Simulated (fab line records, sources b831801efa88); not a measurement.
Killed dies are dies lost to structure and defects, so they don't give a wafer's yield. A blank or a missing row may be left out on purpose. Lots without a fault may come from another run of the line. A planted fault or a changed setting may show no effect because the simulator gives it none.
fab line records | flow sky130
record lots=6 wafers=17 last_day=50
route steps=708 shown VIA4@644
lots that met no fault: from a run of the same line without faults
start_h: hours from the record's first day to the start of the lot's first wafer shown | wait_h: hours since the lot's step before | " the same as in the row above | L1.1+2: a row that stands for several wafers | - no value, or no start given | * or withheld: withheld | < > ~ a bound
route shown NAME@n: a module of which the file shows steps, and the number in the route of the first | usual: mean/standard deviation of fault-free wafers | same: alike in all rows | chamber/n: place in a boat | sites: the reading at each site | _std_site: their standard deviation | _edge_site: outer sites' mean less inner sites' | radius_mm: how far each site lies from the wafer's centre | mask NAME#n: copy n | behind: the tool/chamber that last shaped the wafer | hold: why the lot was held/for how many hours/how that ended | device: the transistor (n, p or np) that didn't switch | end of line: the same wafers' tests at the end of the route | a step without rows: its recipe alone | killed: dies lost to structure and defects at the first sort, not the wafer's yield | map: a wafer's dies, x killed, . not, _ none there
set.NAME: the setting as run; set.NAME@STEP: as run at that earlier step | model.NAME: the simulator's own value behind a step, which no gauge read
lots at some steps of the route; a table a step, a row a wafer
services: from which hour (start_h, from the record's first day; less than 0 if before it) a tool's chamber was out of use, for how many hours, and why
## steps
# step SKY_VIA4_HMDS_05
# recipe prime_time_s=60 prime_temp_c=120
# step SKY_VIA4_COAT_06
# recipe resist=NOVOLAK spin_rpm=3000 resist_thk_nm=1140
# step SKY_VIA4_SOFTBAKE_07
# recipe temp_c=90 time_s=60 resist=NOVOLAK
# step SKY_VIA4_EXPOSE_08
# recipe mask_id=VIM4 na=0.6 source_shape=conventional sigma_outer=0.6 polarization=unpolarized target_cd_nm=800 dose_mj=132
# step SKY_VIA4_PEB_09
# recipe temp_c=withheld time_s=* resist=NOVOLAK
# step SKY_VIA4_DEVELOP_10
# recipe resist=NOVOLAK developer=TMAH develop_time_s=60 dev_temp_c=23
# step SKY_VIA4_OVL_MEAS_11
# usual VIA4_OVL=-1.1/1.3
# columns lot.wafer tool chamber start_h wait_h VIA4_OVL[nm]
L220.2 overlay-02 - 1059.56 0.1 -0.6
L220.3 " - " " 0.6
L220.6 " - " " 0.1
L222.2 overlay-02 - 1075.26 0.1 -2.5
L222.4 " - " " 0.4
L222.6 " - " " -0.1
L230.1 overlay-02 - 1104.95 0.1 -0.7
L230.5 " - " " -0.6
L230.6 " - " " -1.8
L231.1 overlay-01 - 1106.05 0.1 -2.2
L231.4 " - " " 1.7
L236.1 overlay-02 - 1127.15 0.1 -2.5
L236.3 " - " " -2.7
L236.6 " - " " -1.6
L239.3 overlay-01 - 1143.46 0.1 2.9
L239.4 " - " " 1.1
L239.5 " - " " -0.6
# step SKY_VIA4_ETCH_12
# recipe target=SiO2 chemistry=C4F8/O2/Ar stop_on=TiN mask_material=NOVOLAK source_w=1500 bias_w=1200 pressure_mtorr=40 c4f8_flow_sccm=withheld O2_flow_sccm=6 Ar_flow_sccm=300 time_s=withheld target_depth_a=5800
# usual oes_product_au=0.926/0.0044
# columns lot.wafer tool chamber start_h wait_h oes_product_au
L220.2 rie_diel-04 0 1059.59 0.0 0.918
L220.3 " 2 " " 0.919
L220.6 " 2 " " 0.931
L222.2 rie_diel-04 0 1075.29 0.0 0.919
L222.4 " 1 " " 0.937
L222.6 " 3 " " 0.930
L230.1 rie_diel-03 1 1104.99 0.0 0.916
L230.5 " 0 " " 0.928
L230.6 " 3 " " 0.928
L231.1 rie_diel-03 0 1106.09 0.0 0.925
L231.4 " 2 " " 0.922
L236.1 rie_diel-04 3 1127.19 0.0 0.918
L236.3 " 0 " " 0.928
L236.6 " 3 " " 0.931
L239.3 rie_diel-02 3 1143.49 0.0 0.929
L239.4 " 3 " " 0.920
L239.5 " 0 " " 0.927
# step SKY_VIA4_STRIP_13
# recipe chemistry=O2/N2 power_w=1400 pressure_mtorr=1500 platen_temp_c=withheld o2_flow_sccm=3000 n2_flow_sccm=300 overash_fraction=0.5
# usual drypump_motor_current_A=5.7/0.51 oes_product_au=0.710/0.0047 strip_time_to_endpoint_s=12.808/0.027
# columns lot.wafer tool chamber start_h wait_h drypump_motor_current_A oes_product_au rf_hours_counter_h strip_time_to_endpoint_s
L220.2 plasma_asher-01 0 1059.66 - 5.3 0.710 62 12.758
L220.3 " 1 " " 6.2 0.710 - 12.818
L220.6 " 0 " " 5.3 0.717 - 12.820
L222.2 plasma_asher-01 0 1075.36 - 5.3 0.709 65 12.775
L222.4 " 0 " " 5.3 0.705 - 12.780
L222.6 " 1 " " 6.3 0.712 - 12.812
L230.1 plasma_asher-03 1 1105.06 - 5.6 0.715 3 12.819
L230.5 " 1 " " 5.6 0.710 - 12.797
L230.6 " 0 " " 6.2 0.707 - 12.834
L231.1 plasma_asher-03 0 1106.16 - 6.2 0.705 3 12.803
L231.4 " 1 " " 5.6 0.705 - 12.818
L236.1 plasma_asher-02 0 1127.26 - 4.8 0.705 95 12.856
L236.3 " 1 " " 5.9 0.712 - 12.833
L236.6 " 1 " " 5.9 0.715 - 12.824
L239.3 plasma_asher-03 1 1143.59 - 5.6 0.712 - 12.810
L239.4 " 0 " " 6.2 0.707 - 12.795
L239.5 " 1 " " 5.6 0.702 - 12.851
# step SKY_VIA4_STRIP_14
# recipe chemistry=post_etch_residue_remover time_s=1200 temp_c=72.5
# step SKY_VIA4_CLEAN_15
# recipe chemistry=IPA time_s=180 temp_c=25
# step SKY_VIA4_CLEAN_16
# recipe chemistry=O3/DIW dry=n2_spin
# step SKY_VIA4_SPUTTER_17
# recipe material=TiN target_thk_nm=20 chamber_pressure_pa=5 power_w=4000 time_s=80
# usual throttle_valve_pct=29.9/0.68
# columns lot.wafer tool chamber start_h wait_h throttle_valve_pct model.TiN_of_VIA4_SPUTTER_17.thk_nm
L220.2 pvd_sputter-03 - 1060.25 0.0 29.3 20.08
L220.3 " - " " 31.3 20.07
L220.6 " - " " 30.9 19.98
L222.2 pvd_sputter-01 - 1076.39 0.0 29.9 20.01
L222.4 " - " " 29.5 19.94
L222.6 " - " " 30.1 20.18
L230.1 pvd_sputter-03 - 1105.75 0.0 30.3 21.7
L230.5 " - " " 29.4 19.96
L230.6 " - " " 30.0 21.81
L231.1 pvd_sputter-03 - 1106.75 0.0 30.2 21.98
L231.4 " - " " 30.7 20.06
L236.1 pvd_sputter-04 - 1127.89 0.0 30.0 20.14
L236.3 " - " " 30.5 20.22
L236.6 " - " " 30.5 20.31
L239.3 pvd_sputter-01 - 1144.16 0.0 30.0 19.94
L239.4 " - " " 29.3 20
L239.5 " - " " 29.9 20.06
# step SKY_VIA4_CVD_18
# recipe material=W target_thk_nm=505 time_s=152.14 temp_c=400 pressure_torr=40
# usual heater_power_w=866/56
# columns lot.wafer tool chamber start_h wait_h heater_power_w
L220.2 cvd_w-02 0 1060.31 0.0 919
L220.3 " 0 " " 931
L220.6 " 0 " " 941
L222.2 cvd_w-01 0 1076.45 0.0 753
L222.4 " 0 " " 796
L222.6 " 1 " " 852
L230.1 cvd_w-02 1 1105.81 0.0 869
L230.5 " 1 " " 888
L230.6 " 0 " " 942
L231.1 cvd_w-02 1 1106.81 0.0 882
L231.4 " 1 " " 874
L236.1 cvd_w-01 0 1127.95 0.0 786
L236.3 " 0 " " 761
L236.6 " 1 " " 851
L239.3 cvd_w-02 1 1144.27 0.1 867
L239.4 " 0 " " 921
L239.5 " 1 " " 887
## services
# columns tool chamber start_h hours kind
cvd_w-01 - 1046.47 6.9 pm
plasma_asher-03 - 1050.78 12.1 pm
pvd_sputter-01 - 1050.80 14.9 repair
pvd_sputter-03 - 1058.12 2.1 repair
plasma_asher-03 - 1062.88 9.0 pm
plasma_asher-03 0 1062.88 9.0 vent_cycle
plasma_asher-03 1 1062.88 9.0 vent_cycle
pvd_sputter-01 1 1066.96 - consumable_replace:kit
pvd_sputter-01 1 1066.96 18.0 scheduled_down
pvd_sputter-01 1 1066.96 18.0 vent_cycle
plasma_asher-03 0 1071.88 - clean
plasma_asher-03 1 1071.88 - clean
rie_diel-02 - 1082.27 0.4 repair
pvd_sputter-03 - 1091.31 4.9 repair
rie_diel-02 1 1095.21 6.2 repair
rie_diel-02 - 1106.01 0.6 repair
pvd_sputter-03 2 1114.29 - consumable_replace:kit
pvd_sputter-03 2 1114.29 18.0 scheduled_down
pvd_sputter-03 2 1114.29 18.0 vent_cycle
rie_diel-02 1 1125.43 20.9 repair
rie_diel-04 2 1139.91 - clean
rie_diel-04 2 1139.91 - consumable_replace:focus_ring
rie_diel-04 2 1139.91 18.5 scheduled_down
rie_diel-04 2 1139.91 18.5 vent_cycle
## key
first_sign none at tools or gauges
model_effect step=SKY_VIA4_SPUTTER_17 value=TiN_of_VIA4_SPUTTER_17.thk_nm without=19.87 struck=21.83
met_at SKY_VIA4_SPUTTER_17
struck_wafers L230.1,L230.6,L231.1
onset_between 1060.25 1105.75
fault kind=process_parameter_drift tool=pvd_sputter-03 chamber=- onset_h=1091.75 steps=SKY_VIA4_SPUTTER_17 channel=time_s offset=* shape=step end_h=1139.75 scope=struck_wafers_only acts_in=* stated=*
